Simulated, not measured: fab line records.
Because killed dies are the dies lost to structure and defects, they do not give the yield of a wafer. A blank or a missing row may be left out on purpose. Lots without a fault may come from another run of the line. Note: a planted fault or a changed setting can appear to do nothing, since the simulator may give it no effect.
Comparing a struck lot with a sound one + flow sky130 + 16 steps out of a route of 708
Sound: these wafers, L776.1, L776.3, L776.6. Struck: wafers L788.3, L788.4, L788.5. At the end, the cause is stated.
At each step with rows: each side's tool, then ch and its chambers, then its first start. Under that, the readings that differ: sound wafers + struck wafers + difference of the means + sigmas: that difference in standard deviations of wafers without a fault.
alike: readings with means less than 2 such deviations apart, plus words and numbers identical on both sides. not compared: withheld readings, readings lacking a value on some wafer, bounds such as >300 that could conceal the same value, and numbers that have no deviation in the record and whose values overlap.
The two part at a step that has a row with sigmas, a row that says differs or no value, or rows on one side only. Non-overlapping numbers with no deviation appear without sigmas and do not part them. A reading that every wafer of one side lacks parts them only if that side has two wafers or more.

first, 2 steps without rows for these wafers: SKY_METAL3_PEB_11; SKY_METAL3_DEVELOP_12 (develop time 60 s).
SKY_METAL3_CD_MEAS_13: the cd target is 300 nm.
  sound on cdSem-02 at day 39 15:46; struck on cdSem-01 at day 43 07:22
| reading   | sound             | struck            | difference | sigmas |
|-----------|-------------------|-------------------|------------|--------|
| cdNm (nm) | 299.1 300.1 298.7 | 302.7 303.1 303.1 | +3.7       | +2     |
SKY_METAL3_OVL_MEAS_14:
  sound on overlay-01 at day 39 15:53; struck on overlay-01 at day 43 07:28
  alike: METAL3_OVL
SKY_METAL3_DESCUM_15: chemistry O2, time 8 s.
  sound on rieMetal-01 ch 0,1, day 39 15:55; struck on rieMetal-03 ch 0,1, day 43 07:29
  alike: drypumpMotorCurrentA, heBacksideLeakSccm, oesProductAu
  not compared: rfHoursCounterH
SKY_METAL3_ETCH_16: etches BARC in N2/H2, stops on SiO2, time 88.2 s, target depth 60 nm.
  sound on rieMetal-01 ch 0,1, day 39 15:57; struck on rieMetal-03 ch 0,1, day 43 07:33
  alike: drypumpMotorCurrentA, h2FlowSccm, heBacksideLeakSccm, n2FlowSccm, oesProductAu, throttleValvePct
  not compared: rfHoursCounterH
SKY_METAL3_ETCH_17: etches SiO2 in C4F8/O2/Ar, stops on TiN, time 3.9 s, target depth 15 nm.
  sound on rieDiel-03 ch 0,2, day 39 16:03; struck on rieDiel-01 ch 1,2, day 43 07:37
  alike: oesProductAu
  not compared: rfHoursCounterH
then, 1 step without rows for these wafers: SKY_METAL3_METAL_ETCH_18 (etches the open film in Cl2/BCl3, stops on SiO2, target depth 845 nm, time 183.1 s).
SKY_METAL3_STRIP_19: strips in O2/N2.
  sound on plasmaAsher-01 ch 0,1, day 39 16:15; struck on plasmaAsher-03 ch 0,1, day 43 07:50
  alike: drypumpMotorCurrentA, n2FlowSccm, oesProductAu, stripTimeToEndpointS
  not compared: rfHoursCounterH
then, 3 steps without rows for these wafers: SKY_METAL3_STRIP_20 (strips in post etch residue remover, time 1200 s); SKY_METAL3_CLEAN_21 (cleans in IPA, time 180 s); SKY_METAL3_CLEAN_22 (cleans in O3/DIW).
SKY_VIA3_HDPCVD_00: deposits SiO2, target thk 1635 nm, time 272.5 s.
  sound on hdpcvd-02 ch 0,1, day 39 17:22; struck on hdpcvd-01 ch 0,1,2, day 43 08:26
| reading                                 | sound             | struck            | difference | sigmas |
|-----------------------------------------|-------------------|-------------------|------------|--------|
| sih4FlowSccm (sccm)                     | 60.13 60.12 59.94 | 71.69 71.79 72.05 | +11.78     | +69    |
| model.SiO2_of_VIA3_HDPCVD_00.thkNm (nm) | 1662 1675 1644    | 1942 1939 1960    | +287       |        |
SKY_VIA3_THK_MEAS_01:
  sound on filmMetro-04 at day 39 17:31; struck on filmMetro-01 at day 43 08:38
| reading              | sound          | struck         | difference | sigmas |
|----------------------|----------------|----------------|------------|--------|
| VIA3_HDPCVD_THK (nm) | 1662 1675 1644 | 1943 1939 1961 | +287       | +12    |
SKY_VIA3_CMP_02: polishes SiO2.
  sound on cmp-01 ch 0,1,2, day 39 17:38; struck on cmp-01 ch 1,2,3, day 43 08:40
  alike: motorCurrentA
-- the record jumps here: 6 days lie between the struck wafers' starts before and after (it left off in module VIA3 and takes up again in module PAD_OPEN, whose first step shown is number 708 of the route) --
SKY_PAD_OPEN_PROBE_99:
  sound on prober-01 at day 46 16:59; struck on prober-02 at day 49 14:45
  alike: defectLimitedYield, killed_at_M0_to_M3, killed_at_M4_up, killedAtContacts, killedAtFrontEnd, killedAtOther, killedDies, killedOpen, killedShort, sort_bin_3_pad_short, sort_bin_5_function, sort_bin_6_memory, sortNPass, sortYieldPct

WHERE THEY PART
First at SKY_METAL3_CD_MEAS_13; last, within this record, at SKY_VIA3_THK_MEAS_01. Later steps at which nothing parts them and some readings are alike: SKY_VIA3_CMP_02, SKY_PAD_OPEN_PROBE_99.

WHY: the cause the simulator had injected
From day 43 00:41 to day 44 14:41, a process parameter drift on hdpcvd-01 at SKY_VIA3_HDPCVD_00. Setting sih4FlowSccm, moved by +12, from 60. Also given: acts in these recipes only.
